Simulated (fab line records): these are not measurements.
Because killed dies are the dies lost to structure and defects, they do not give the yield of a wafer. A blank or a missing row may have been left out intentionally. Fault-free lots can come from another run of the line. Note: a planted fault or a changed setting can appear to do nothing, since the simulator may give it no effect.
Which of the tools did it? -- flow gf180mcu -- 14 lots, 42 wafers sampled, at 5 steps of a route of 602

== WHAT EACH GAUGE READ, for each wafer ==
GF_MVSD_TW_MEAS_11. Usual: for MVSD_TW the level is 1587 and the standard deviation is 13.
lot,measured,on,MVSD_TW,flag
L210,day 4 09:53,filmMetro-04,1572 1564 1555,
L211,day 4 18:05,filmMetro-02,1598 1601 1592,
L212,day 4 23:46,filmMetro-02,1588 1599 1589,
L213,day 5 05:05,filmMetro-02,1594 1599 1599,
L214,day 5 10:40,filmMetro-04,1571 1570 1572,
L215,day 5 16:10,filmMetro-02,1592 1595 1584,
L216,day 5 23:11,filmMetro-01,1580 1580 1583,
L218,day 6 08:41,filmMetro-02,1610 1602 1602,
L220,day 6 19:59,filmMetro-02,1607 1602 1611,
L224,day 7 20:21,filmMetro-04,1585 1578 1568,
L227,day 8 13:11,filmMetro-01,1592 1600 1588,
L231,day 9 12:49,filmMetro-04,1581 1577 1574,
L232,day 9 18:58,filmMetro-04,1584 1585 1575,
L233,day 10 00:46,filmMetro-02,1607 1604 1606,

GF_MVPSD_OVL_MEAS_07. Usual: for MVPSD_OVL the level is 0.1 nm and the standard deviation is 1.3.
lot,measured,on,MVPSD_OVL (nm),flag
L210,day 4 23:58,overlay-02,0.1 1.7 -0.1,
L211,day 5 07:23,overlay-02,0.5 0.6 0.1,
L212,day 5 13:38,overlay-02,0.5 -2.2 -0.8,
L213,day 5 18:55,overlay-02,-0.9 -1.9 0.8,
L214,day 6 01:02,overlay-02,1.6 1.8 2.1,
L215,day 6 07:13,overlay-02,-0.5 -2.8 -3.2,
L216,day 6 14:10,overlay-02,-1.6 -0.7 -1.2,
L218,day 7 00:32,overlay-02,0.2 -1.6 0.9,
L220,day 7 11:29,overlay-01,3.0 0.1 3.1,
L224,day 8 12:11,overlay-02,-0.5 -0.7 0.3,
L227,day 9 05:17,overlay-02,0.9 -1.1 -3.9,
L231,day 10 06:20,overlay-01,-0.9 -0.9 -0.4,
L232,day 10 12:37,overlay-01,0.1 0.3 -0.1,
L233,day 10 18:49,overlay-01,0.1 -0.6 -1.3,

GF_VT_IMPLANT_TW_MEAS_43. Usual: for VT_IMPLANT_4_TW the level is 692 and the standard deviation is 4.2.
lot,measured,on,VT_IMPLANT_4_TW,flag
L210,day 7 13:20,filmMetro-01,695 699 695,
L211,day 7 22:11,filmMetro-01,690 694 692,
L212,day 8 02:48,filmMetro-03,698 699 696,
L213,day 8 09:47,filmMetro-01,691 693 697,
L214,day 8 17:16,filmMetro-04,683 687 689,
L215,day 9 00:34,filmMetro-04,694 687 690,
L216,day 9 07:34,filmMetro-03,689 690 688,
L218,day 9 18:44,filmMetro-03,692 688 688,
L220,day 10 07:22,filmMetro-03,699 700 698,
L224,day 11 11:30,filmMetro-01,814 808 806,OFF
L227,day 12 07:11,filmMetro-03,811 816 810,OFF
L231,day 13 10:11,filmMetro-04,683 685 683,
L232,day 13 18:44,filmMetro-03,693 693 689,
L233,day 14 01:10,filmMetro-03,694 697 693,

GF_POLY_GATE_THK_MEAS_01. Usual: for POLY_GATE_CVD_00_THK the level is 199.9 nm and the standard deviation is 1.9.
lot,measured,on,POLY_GATE_CVD_00_THK (nm),flag
L210,day 8 12:34,filmMetro-03,199.5 201.6 200.8,
L211,day 8 21:50,filmMetro-02,196.8 196.5 195.5,
L212,day 9 02:03,filmMetro-04,197.4 198.9 197.2,
L213,day 9 14:05,filmMetro-04,202.7 204.4 201.3,
L214,day 9 19:20,filmMetro-04,202.0 200.7 204.0,
L215,day 9 23:57,filmMetro-03,199.7 200.6 201.6,
L216,day 10 08:54,filmMetro-02,200.4 201.1 199.4,
L218,day 10 19:32,filmMetro-03,200.5 200.0 199.7,
L220,day 11 08:53,filmMetro-04,203.0 201.0 200.9,
L224,day 12 13:20,filmMetro-04,201.7 202.5 202.2,
L227,day 13 08:41,filmMetro-03,197.8 197.4 197.8,
L231,day 14 13:55,filmMetro-03,202.7 201.4 200.8,
L232,day 14 22:25,filmMetro-02,199.3 198.6 199.8,
L233,day 15 04:13,filmMetro-04,198.1 197.9 198.5,

== EACH LOT AND THE TOOL THAT RAN IT (in order: tool; ch and the chambers of the sampled wafers; start) ==
lot,GF_VT_IMPLANT_IMPLANT_41
L210,"implanter-03 ch 0, day 7 13:05"
L211,"implanter-04 ch 0, day 7 21:56"
L212,"implanter-04 ch 0, day 8 02:33"
L213,"implanter-01 ch 0, day 8 09:33"
L214,"implanter-03 ch 0, day 8 17:01"
L215,"implanter-04 ch 0, day 9 00:19"
L216,"implanter-03 ch 0, day 9 07:20"
L218,"implanter-03 ch 0, day 9 18:31"
L220,"implanter-04 ch 0, day 10 07:09"
L224,"implanter-03 ch 0, day 11 11:17"
L227,"implanter-03 ch 0, day 12 06:58"
L231,"implanter-04 ch 0, day 13 09:56"
L232,"implanter-04 ch 0, day 13 18:29"
L233,"implanter-04 ch 0, day 14 00:55"
- GF_VT_IMPLANT_IMPLANT_41

== WHAT THE TOOLS THEMSELVES READ (means of the sampled wafers that have a number; where no wafer has one, the mark that the record gives instead) ==
GF_VT_IMPLANT_IMPLANT_41. Usual: beamOnS 10.01 s, standard deviation 0.19; doseIonsCm2 1.0131e+12, standard deviation 9.5e+08; faradayCurrentUA 5.71, standard deviation 0.11; tiltDeg 7.001 degrees, standard deviation 0.018.
lot,tool,beamOnS (s),doseIonsCm2,faradayCurrentUA,tiltDeg (degrees),flag
L210,implanter-03,10.01,1.0133e+12,5.69,7.002,
L211,implanter-04,10.06,1.0129e+12,5.66,6.992,
L212,implanter-04,10.27,1.0125e+12,5.56,6.984,
L213,implanter-01,9.86,1.0127e+12,5.80,7.008,
L214,implanter-03,9.98,1.0143e+12,5.73,6.995,
L215,implanter-04,10.02,1.0136e+12,5.67,7.015,
L216,implanter-03,9.92,1.0124e+12,5.75,7.004,
L218,implanter-03,10.03,1.0132e+12,5.69,7.011,
L220,implanter-04,10.19,1.0147e+12,5.62,7.001,
L224,implanter-03,10.15,1.6711e+12,9.30,6.981,OFF
L227,implanter-03,10.01,1.6709e+12,9.42,6.971,OFF
L231,implanter-04,9.96,1.0133e+12,5.73,7.002,
L232,implanter-04,10.20,1.0126e+12,5.59,7.018,
L233,implanter-04,10.03,1.0137e+12,5.72,7.000,

== THE ANSWER, worked out from the rows above alone ==
Rule: lot off if the mean of its wafers having a number is beyond 3 standard deviations from the usual mean. A lot without any number at a reading at which 4 lots or more have one is off too. Where the step has rows for the other lots, those lots are counted as sound. The gauges are gone through in route order, then the tools' own readings, and for those a lot's mean is taken as printed above. The first step at which some lot is off is used, and at that step the reading that is off furthest; a lot without a number counts as furthest.
Off: L224, L227, at GF_VT_IMPLANT_TW_MEAS_43 (VT_IMPLANT_4_TW).
A tool fits if, at a process step before that reading, it ran every lot that is off, and no sound lot after the first of them. Not tried: the gauges at GF_VT_IMPLANT_TW_MEAS_43; whatever is off there is also off at GF_VT_IMPLANT_IMPLANT_41, on other tools, and gauge error can't account for it. One candidate fits, namely implanter-03 at GF_VT_IMPLANT_IMPLANT_41. Its last sound lot is L218 (day 9 18:31), its first lot that is off L224 (day 11 11:17): a fault that began between those two fits.
The tool's own readings at GF_VT_IMPLANT_IMPLANT_41 bear it out: on the lots that are off they differ by more than 5 times the standard deviation of the sound lots' means. doseIonsCm2 reads 1.6710e+12 there against 1.0133e+12 on the sound lots; faradayCurrentUA reads 9.36 there against 5.68 on the sound lots.

== WHAT THE SIMULATOR HAD INSERTED ==
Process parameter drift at GF_VT_IMPLANT_IMPLANT_41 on implanter-03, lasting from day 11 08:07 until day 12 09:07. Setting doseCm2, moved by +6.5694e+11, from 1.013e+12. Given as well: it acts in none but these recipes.
Lots struck among those shown: L224, L227. The rule above reached the same finding.
